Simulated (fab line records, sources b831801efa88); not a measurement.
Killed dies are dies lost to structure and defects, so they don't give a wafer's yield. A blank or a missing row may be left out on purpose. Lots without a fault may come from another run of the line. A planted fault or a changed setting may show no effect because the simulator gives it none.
fab line records | flow sky130
record lots=14 wafers=42 last_day=50
route steps=708 shown VIA3@588 METAL4@602 CAP2M@615
lots that met no fault: from a run of the same line without faults
start_h: hours from the record's first day to the start of the lot's first wafer shown | wait_h: hours since the lot's step before | " the same as in the row above | L1.1+2: a row that stands for several wafers | - no value, or no start given | * or withheld: withheld | < > ~ a bound
route shown NAME@n: a module of which the file shows steps, and the number in the route of the first | usual: mean/standard deviation of fault-free wafers | same: alike in all rows | chamber/n: place in a boat | sites: the reading at each site | _std_site: their standard deviation | _edge_site: outer sites' mean less inner sites' | radius_mm: how far each site lies from the wafer's centre | mask NAME#n: copy n | behind: the tool/chamber that last shaped the wafer | hold: why the lot was held/for how many hours/how that ended | device: the transistor (n, p or np) that didn't switch | end of line: the same wafers' tests at the end of the route | a step without rows: its recipe alone | killed: dies lost to structure and defects at the first sort, not the wafer's yield | map: a wafer's dies, x killed, . not, _ none there
set.NAME: the setting as run; set.NAME@STEP: as run at that earlier step | model.NAME: the simulator's own value behind a step, which no gauge read
steps of the route over a sample of lots; a table a step, a row a wafer
services: from which hour (start_h, from the record's first day; less than 0 if before it) a tool's chamber was out of use, for how many hours, and why
## steps
# step SKY_VIA3_ETCH_15
# recipe target=SiO2 chemistry=C4F8/O2/Ar target_depth_nm=507 stop_on=TiN mask_material=KrF-thick source_w=1500 bias_w=1200 pressure_mtorr=40 c4f8_flow_sccm=withheld O2_flow_sccm=6 Ar_flow_sccm=300 time_s=78
# usual oes_product_au=0.946/0.005
# columns lot.wafer tool chamber start_h wait_h oes_product_au rf_hours_counter_h
L668.2 rie_diel-02 1 919.32 0.0 0.948 16
L668.3 " 0 " " 0.948 22
L668.4 " 3 " " 0.945 22
L669.3 rie_diel-02 1 927.66 0.0 0.935 16
L669.4 " 0 " " 0.933 23
L669.5 " 1 " " 0.954 -
L670.1 rie_diel-02 2 934.42 0.0 0.944 2
L670.2 " 1 " " 0.942 16
L670.6 " 3 " " 0.954 -
L671.1 rie_diel-02 0 941.11 0.0 0.955 23
L671.5 " 3 " " 0.940 -
L671.6 " 0 " " 0.949 -
L672.1 rie_diel-02 3 947.17 0.0 0.958 23
L672.2 " 0 " " 0.943 23
L672.3 " 1 " " 0.945 17
L675.1 rie_diel-01 1 989.10 0.0 0.952 12
L675.3 " 0 " " 0.949 4
L675.4 " 2 " " 0.950 12
L681.2 rie_diel-02 2 1017.17 0.0 0.941 5
L681.4 " 3 " " 0.957 26
L681.5 " 0 " " 0.942 -
L682.1 rie_diel-02 0 1032.46 0.0 0.949 26
L682.4 " 2 " " 0.939 5
L682.5 " 2 " " 0.946 -
L683.2 rie_diel-02 2 1046.86 0.0 0.955 6
L683.5 " 3 " " 0.942 -
L683.6 " 2 " " 0.946 -
L686.3 rie_diel-04 0 1061.91 0.0 0.944 10
L686.4 " 2 " " 0.941 24
L686.5 " 3 " " 0.944 -
L685.1 rie_diel-02 3 1063.36 0.0 0.943 27
L685.3 " 2 " " 0.947 7
L685.5 " 0 " " 0.947 -
L688.1 rie_diel-04 3 1072.82 0.0 0.941 23
L688.4 " 0 " " 0.953 11
L688.5 " 0 " " 0.950 -
L689.3 rie_diel-02 0 1083.31 0.0 0.945 28
L689.4 " 2 " " 0.948 7
L689.5 " 2 " " 0.950 -
L691.1 rie_diel-01 3 1098.30 0.0 0.946 10
L691.2 " 2 " " 0.946 15
L691.3 " 1 " " 0.949 16
# step SKY_VIA3_SPUTTER_20
# recipe material=TiN target_thk_nm=20 chamber_pressure_pa=5 power_w=4000 time_s=80
# usual cathode_dc_power_W=4000.0/0.77 chamber_pressure_pa=4.999/0.01 throttle_valve_pct=29.6/0.88
# columns lot.wafer tool chamber start_h wait_h cathode_dc_power_W chamber_pressure_pa throttle_valve_pct
L668.2 pvd_sputter-01 - 919.97 0.0 4000.3 5.010 30.7
L668.3 " - " " 4000.9 5.003 29.5
L668.4 " - " " 3999.9 4.993 29.8
L669.3 pvd_sputter-01 - 928.31 0.0 3999.9 5.002 29.5
L669.4 " - " " 4000.4 4.996 30.9
L669.5 " - " " 4000.3 4.992 29.2
L670.1 pvd_sputter-01 - 935.07 0.0 4000.5 5.019 29.2
L670.2 " - " " 3999.5 4.984 29.6
L670.6 " - " " 3999.6 5.010 29.0
L671.1 pvd_sputter-04 - 941.76 0.0 3999.8 5.018 30.8
L671.5 " - " " 4000.0 5.004 30.1
L671.6 " - " " 4000.7 4.995 27.3
L672.1 pvd_sputter-02 - 947.83 0.0 3999.0 5.010 29.6
L672.2 " - " " 3998.0 5.008 29.2
L672.3 " - " " 4002.1 4.996 29.9
L675.1 pvd_sputter-04 - 989.79 0.0 4001.4 4.977 27.1
L675.3 " - " " 4000.5 4.995 30.7
L675.4 " - " " 4000.4 4.986 30.0
L681.2 pvd_sputter-01 - 1017.86 0.0 4000.2 5.004 29.2
L681.4 " - " " 3999.5 5.012 29.5
L681.5 " - " " 3999.4 5.013 29.2
L682.1 pvd_sputter-02 - 1033.11 0.0 4000.5 4.986 30.2
L682.4 " - " " 4000.9 5.023 29.5
L682.5 " - " " 3999.3 5.012 29.4
L683.2 pvd_sputter-04 - 1047.51 0.0 3999.5 4.986 27.3
L683.5 " - " " 3999.6 5.000 30.6
L683.6 " - " " 3999.3 4.984 27.1
L686.3 pvd_sputter-01 - 1062.59 0.0 4001.1 4.991 30.8
L686.4 " - " " 4000.6 4.993 29.7
L686.5 " - " " 4000.3 5.005 30.8
L685.1 pvd_sputter-04 - 1064.12 0.0 4000.2 4.995 30.2
L685.3 " - " " 4001.0 4.993 29.7
L685.5 " - " " 4000.2 5.002 30.3
L688.1 pvd_sputter-01 - 1073.48 0.0 3998.6 4.987 29.4
L688.4 " - " " 4000.5 4.988 29.3
L688.5 " - " " 3999.9 4.990 29.5
L689.3 pvd_sputter-01 - 1083.96 0.0 4000.1 5.019 29.6
L689.4 " - " " 3999.2 5.001 30.6
L689.5 " - " " 3999.4 4.987 30.7
L691.1 pvd_sputter-02 - 1098.96 0.0 4000.3 4.993 29.2
L691.2 " - " " 3999.1 5.008 30.3
L691.3 " - " " 3999.4 4.994 29.3
# step SKY_METAL4_SPUTTER_04
# recipe material=TiN target_thk_nm=70 power_w=6500 time_s=58.3 chamber_pressure_pa=0.4
# usual cathode_dc_power_W=6499.9/1.2 chamber_pressure_pa=0.3998/0.00079 throttle_valve_pct=29.7/1.4
# columns lot.wafer tool chamber start_h wait_h cathode_dc_power_W chamber_pressure_pa throttle_valve_pct
L668.2 pvd_sputter-04 - 920.74 0.0 6499.9 0.3997 30.0
L668.3 " - " " 6498.8 0.3997 30.6
L668.4 " - " " 6499.8 0.4007 30.0
L669.3 pvd_sputter-04 - 929.08 0.0 6499.4 0.4002 30.1
L669.4 " - " " 6501.0 0.3988 27.2
L669.5 " - " " 6501.6 0.3991 30.9
L670.1 pvd_sputter-02 - 935.84 0.0 6500.2 0.3991 29.2
L670.2 " - " " 6500.2 0.3992 30.0
L670.6 " - " " 6500.7 0.4000 29.5
L671.1 pvd_sputter-04 - 942.53 0.0 6501.8 0.4000 27.0
L671.5 " - " " 6500.5 0.3993 30.7
L671.6 " - " " 6501.3 0.3996 27.2
L672.1 pvd_sputter-03 - 948.60 0.0 6498.9 0.4016 29.5
L672.2 " - " " 6501.3 0.3999 32.3
L672.3 " - " " 6501.6 0.4010 28.1
L675.1 pvd_sputter-03 - 993.20 0.0 6500.3 0.4004 29.5
L675.3 " - " " 6500.0 0.4002 30.0
L675.4 " - " " 6501.4 0.3995 31.8
L681.2 pvd_sputter-03 - 1018.63 0.0 6500.9 0.4005 32.0
L681.4 " - " " 6501.3 0.4007 29.9
L681.5 " - " " 6501.4 0.4002 32.0
L682.1 pvd_sputter-04 - 1033.88 0.0 - - -
L682.4 " - " " - - -
L682.5 " - " " - - -
L683.2 pvd_sputter-04 - 1048.28 0.0 - - -
L683.5 " - " " - - -
L683.6 " - " " - - -
L686.3 pvd_sputter-04 - 1063.36 0.0 6499.2 0.3990 27.3
L686.4 " - " " 6499.2 0.4004 30.2
L686.5 " - " " 6500.3 0.3995 30.7
L685.1 pvd_sputter-03 - 1065.04 0.0 6499.3 0.3993 31.9
L685.3 " - " " 6500.2 0.4005 27.9
L685.5 " - " " 6500.6 0.4003 32.0
L688.1 pvd_sputter-03 - 1074.24 0.0 6500.2 0.3984 30.1
L688.4 " - " " 6500.4 0.3994 32.0
L688.5 " - " " 6501.4 0.3999 29.4
L689.3 pvd_sputter-04 - 1084.86 0.0 6499.8 0.3998 30.6
L689.4 " - " " 6497.1 0.4000 27.1
L689.5 " - " " 6500.1 0.4000 30.2
L691.1 pvd_sputter-04 - 1099.72 0.0 6498.4 0.4007 30.6
L691.2 " - " " 6499.3 0.4000 30.0
L691.3 " - " " 6500.6 0.3990 30.1
# step SKY_CAP2M_OVL_MEAS_12
# usual CAP2M_OVL=-0.4/1.3
# columns lot.wafer tool chamber start_h wait_h CAP2M_OVL[nm]
L668.2 overlay-02 - 945.12 0.1 -0.8
L668.3 " - " " 0.7
L668.4 " - " " 1.3
L669.3 overlay-02 - 952.37 0.1 0.8
L669.4 " - " " -0.1
L669.5 " - " " -0.9
L670.1 overlay-02 - 960.31 0.1 0.8
L670.2 " - " " 0.8
L670.6 " - " " -0.1
L671.1 overlay-01 - 966.66 0.1 -0.5
L671.5 " - " " -2.4
L671.6 " - " " -1.4
L672.1 overlay-02 - 973.22 0.1 -1.4
L672.2 " - " " -0.3
L672.3 " - " " -1.8
L675.1 overlay-01 - 1015.23 0.1 -0.8
L675.3 " - " " -0.8
L675.4 " - " " 1.0
L681.2 overlay-01 - 1041.27 0.1 -1.7
L681.4 " - " " -2.4
L681.5 " - " " -0.8
L682.1 overlay-01 - 1056.01 0.1 2.0
L682.4 " - " " 1.0
L682.5 " - " " 1.3
L683.2 overlay-02 - 1069.98 0.1 0.4
L683.5 " - " " 0.9
L683.6 " - " " 1.2
L686.3 overlay-01 - 1084.02 0.1 -2.2
L686.4 " - " " -0.6
L686.5 " - " " 0.1
L685.1 overlay-02 - 1085.78 0.1 -0.1
L685.3 " - " " -0.4
L685.5 " - " " 1.5
L688.1 overlay-01 - 1093.71 0.1 -2.1
L688.4 " - " " -2.2
L688.5 " - " " -1.2
L689.3 overlay-02 - 1105.23 0.1 -2.3
L689.4 " - " " -2.3
L689.5 " - " " -1.9
L691.1 overlay-01 - 1119.78 0.1 -2.2
L691.2 " - " " -1.2
L691.3 " - " " 0.0
# step SKY_METAL4_METAL_ETCH_18
# recipe target_depth_a=8450 stop_on=SiO2 over_etch_frac=0.3 time_s=183.1 chemistry=Cl2/BCl3 resist_sidewall_deg=88 pressure_mtorr=10 icp_w=900 bias_w=48.5 Cl2_flow_sccm=60 bcl3_flow_sccm=30
# usual drypump_motor_current_A=5.3/0.47 oes_product_au=0.866/0.0059 throttle_valve_pct=22.264/0.0092
# columns lot.wafer tool chamber start_h wait_h drypump_motor_current_A oes_product_au rf_hours_counter_h throttle_valve_pct
L668.2 rie_metal-03 1 969.45 0.0 6.3 0.854 5 22.265
L668.3 " 1 " " 6.3 0.869 - 22.256
L668.4 " 0 " " 5.4 0.864 - 22.264
L669.3 rie_metal-03 1 975.93 0.1 6.3 0.860 - 22.268
L669.4 " 0 " " 5.4 0.861 - 22.269
L669.5 " 1 " " 6.3 0.869 - 22.260
L670.1 rie_metal-03 0 986.12 0.0 5.4 0.876 11 22.263
L670.2 " 1 " " 6.3 0.870 6 22.275
L670.6 " 0 " " 5.4 0.866 - 22.262
L671.1 rie_metal-01 0 991.80 0.0 5.3 0.872 15 22.257
L671.5 " 1 " " 5.7 0.868 - 22.258
L671.6 " 0 " " 5.3 0.864 - 22.270
L672.1 rie_metal-02 0 997.30 0.0 4.9 0.876 9 22.263
L672.2 " 1 " " 5.1 0.865 9 22.279
L672.3 " 0 " " 4.9 0.871 - 22.273
L675.1 rie_metal-03 0 1038.72 0.0 5.4 0.864 13 22.265
L675.3 " 1 " " 6.3 0.870 - 22.286
L675.4 " 0 " " 5.4 0.866 - 22.270
L681.2 rie_metal-02 1 1064.07 0.0 5.0 0.865 13 22.261
L681.4 " 0 " " 4.9 0.864 - 22.261
L681.5 " 1 " " 5.1 0.869 - 22.271
L682.1 rie_metal-02 1 1078.47 0.0 5.1 0.837 13 22.259
L682.4 " 0 " " 4.9 0.826 - 22.257
L682.5 " 1 " " 5.1 0.832 - 22.259
L683.2 rie_metal-03 1 1091.27 0.0 6.3 0.822 13 22.261
L683.5 " 1 " " 6.3 0.818 - 22.259
L683.6 " 0 " " 5.4 0.828 - 22.265
L686.3 rie_metal-01 0 1104.98 0.1 5.3 0.866 - 22.234
L686.4 " 1 " " 5.7 0.859 - 22.259
L686.5 " 0 " " 5.3 0.872 - 22.281
L685.1 rie_metal-03 1 1107.17 0.0 6.3 0.866 14 22.274
L685.3 " 0 " " 5.3 0.872 - 22.251
L685.5 " 0 " " 5.4 0.875 - 22.274
L688.1 rie_metal-03 1 1114.07 0.0 6.3 0.874 15 22.269
L688.4 " 1 " " 6.3 0.874 - 22.264
L688.5 " 1 " " 6.3 0.874 - 22.274
L689.3 rie_metal-01 0 1126.13 0.1 5.3 0.864 - 22.274
L689.4 " 1 " " 5.7 0.869 - 22.266
L689.5 " 0 " " 5.3 0.862 - 22.263
L691.1 rie_metal-01 0 1139.57 0.0 5.3 0.867 23 22.257
L691.2 " 1 " " 5.7 0.862 13 22.267
L691.3 " 1 " " 5.7 0.862 - 22.259
## services
# columns tool chamber start_h hours kind
rie_diel-02 0 899.46 7.1 repair
pvd_sputter-04 - 925.17 3.5 repair
rie_metal-01 - 934.53 28.1 pm
rie_diel-04 2 946.14 21.9 repair
pvd_sputter-02 - 952.47 1.6 repair
rie_diel-02 3 952.51 1.4 repair
pvd_sputter-03 - 969.74 1.6 repair
rie_diel-04 2 992.61 14.2 repair
rie_metal-01 - 993.61 0.2 repair
rie_metal-02 - 994.45 1.2 repair
rie_metal-02 1 998.34 22.1 repair
rie_diel-02 2 999.43 5.8 repair
rie_diel-02 - 1003.64 0.3 repair
rie_metal-01 - 1003.69 1.4 pm
rie_metal-02 0 1015.91 9.0 repair
pvd_sputter-01 - 1020.04 27.1 repair
pvd_sputter-03 - 1025.82 4.5 repair
rie_metal-03 - 1038.25 0.4 repair
rie_metal-01 - 1062.38 15.6 pm
rie_metal-02 - 1071.55 0.4 repair
pvd_sputter-02 - 1093.91 1.5 repair
pvd_sputter-01 - 1101.25 4.4 repair
rie_metal-02 1 1115.28 3.5 repair
pvd_sputter-01 - 1128.78 3.1 repair
## key
first_sign step=SKY_METAL4_SPUTTER_04 reading=tool_record direction=missing
effect step=SKY_METAL4_METAL_ETCH_18 reading=oes_product_au direction=down sigmas=6.6 usual=0.866 struck=0.827
met_at SKY_METAL4_SPUTTER_04
struck_lots L682,L683
later_rows_left_out L682.1,L682.4,L682.5,L683.2,L683.5,L683.6
sort_left_out L682.1,L682.4,L682.5,L683.2,L683.5,L683.6
not_acting_at SKY_VIA3_ETCH_15,SKY_VIA3_SPUTTER_20,SKY_CAP2M_OVL_MEAS_12
onset_between 942.53 1033.88
fault kind=skipped_step_whole tool=pvd_sputter-04 chamber=- onset_h=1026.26 steps=SKY_METAL4_SPUTTER_04 scope=struck_lots_only
# sort_left_out: the simulated sort isn't trusted on such a fault, so these wafers' sort isn't shown, and their yield isn't known
# later_rows_left_out: the simulator's readings of these wafers behind a module that went badly wrong aren't trusted and aren't shown, but for the sort
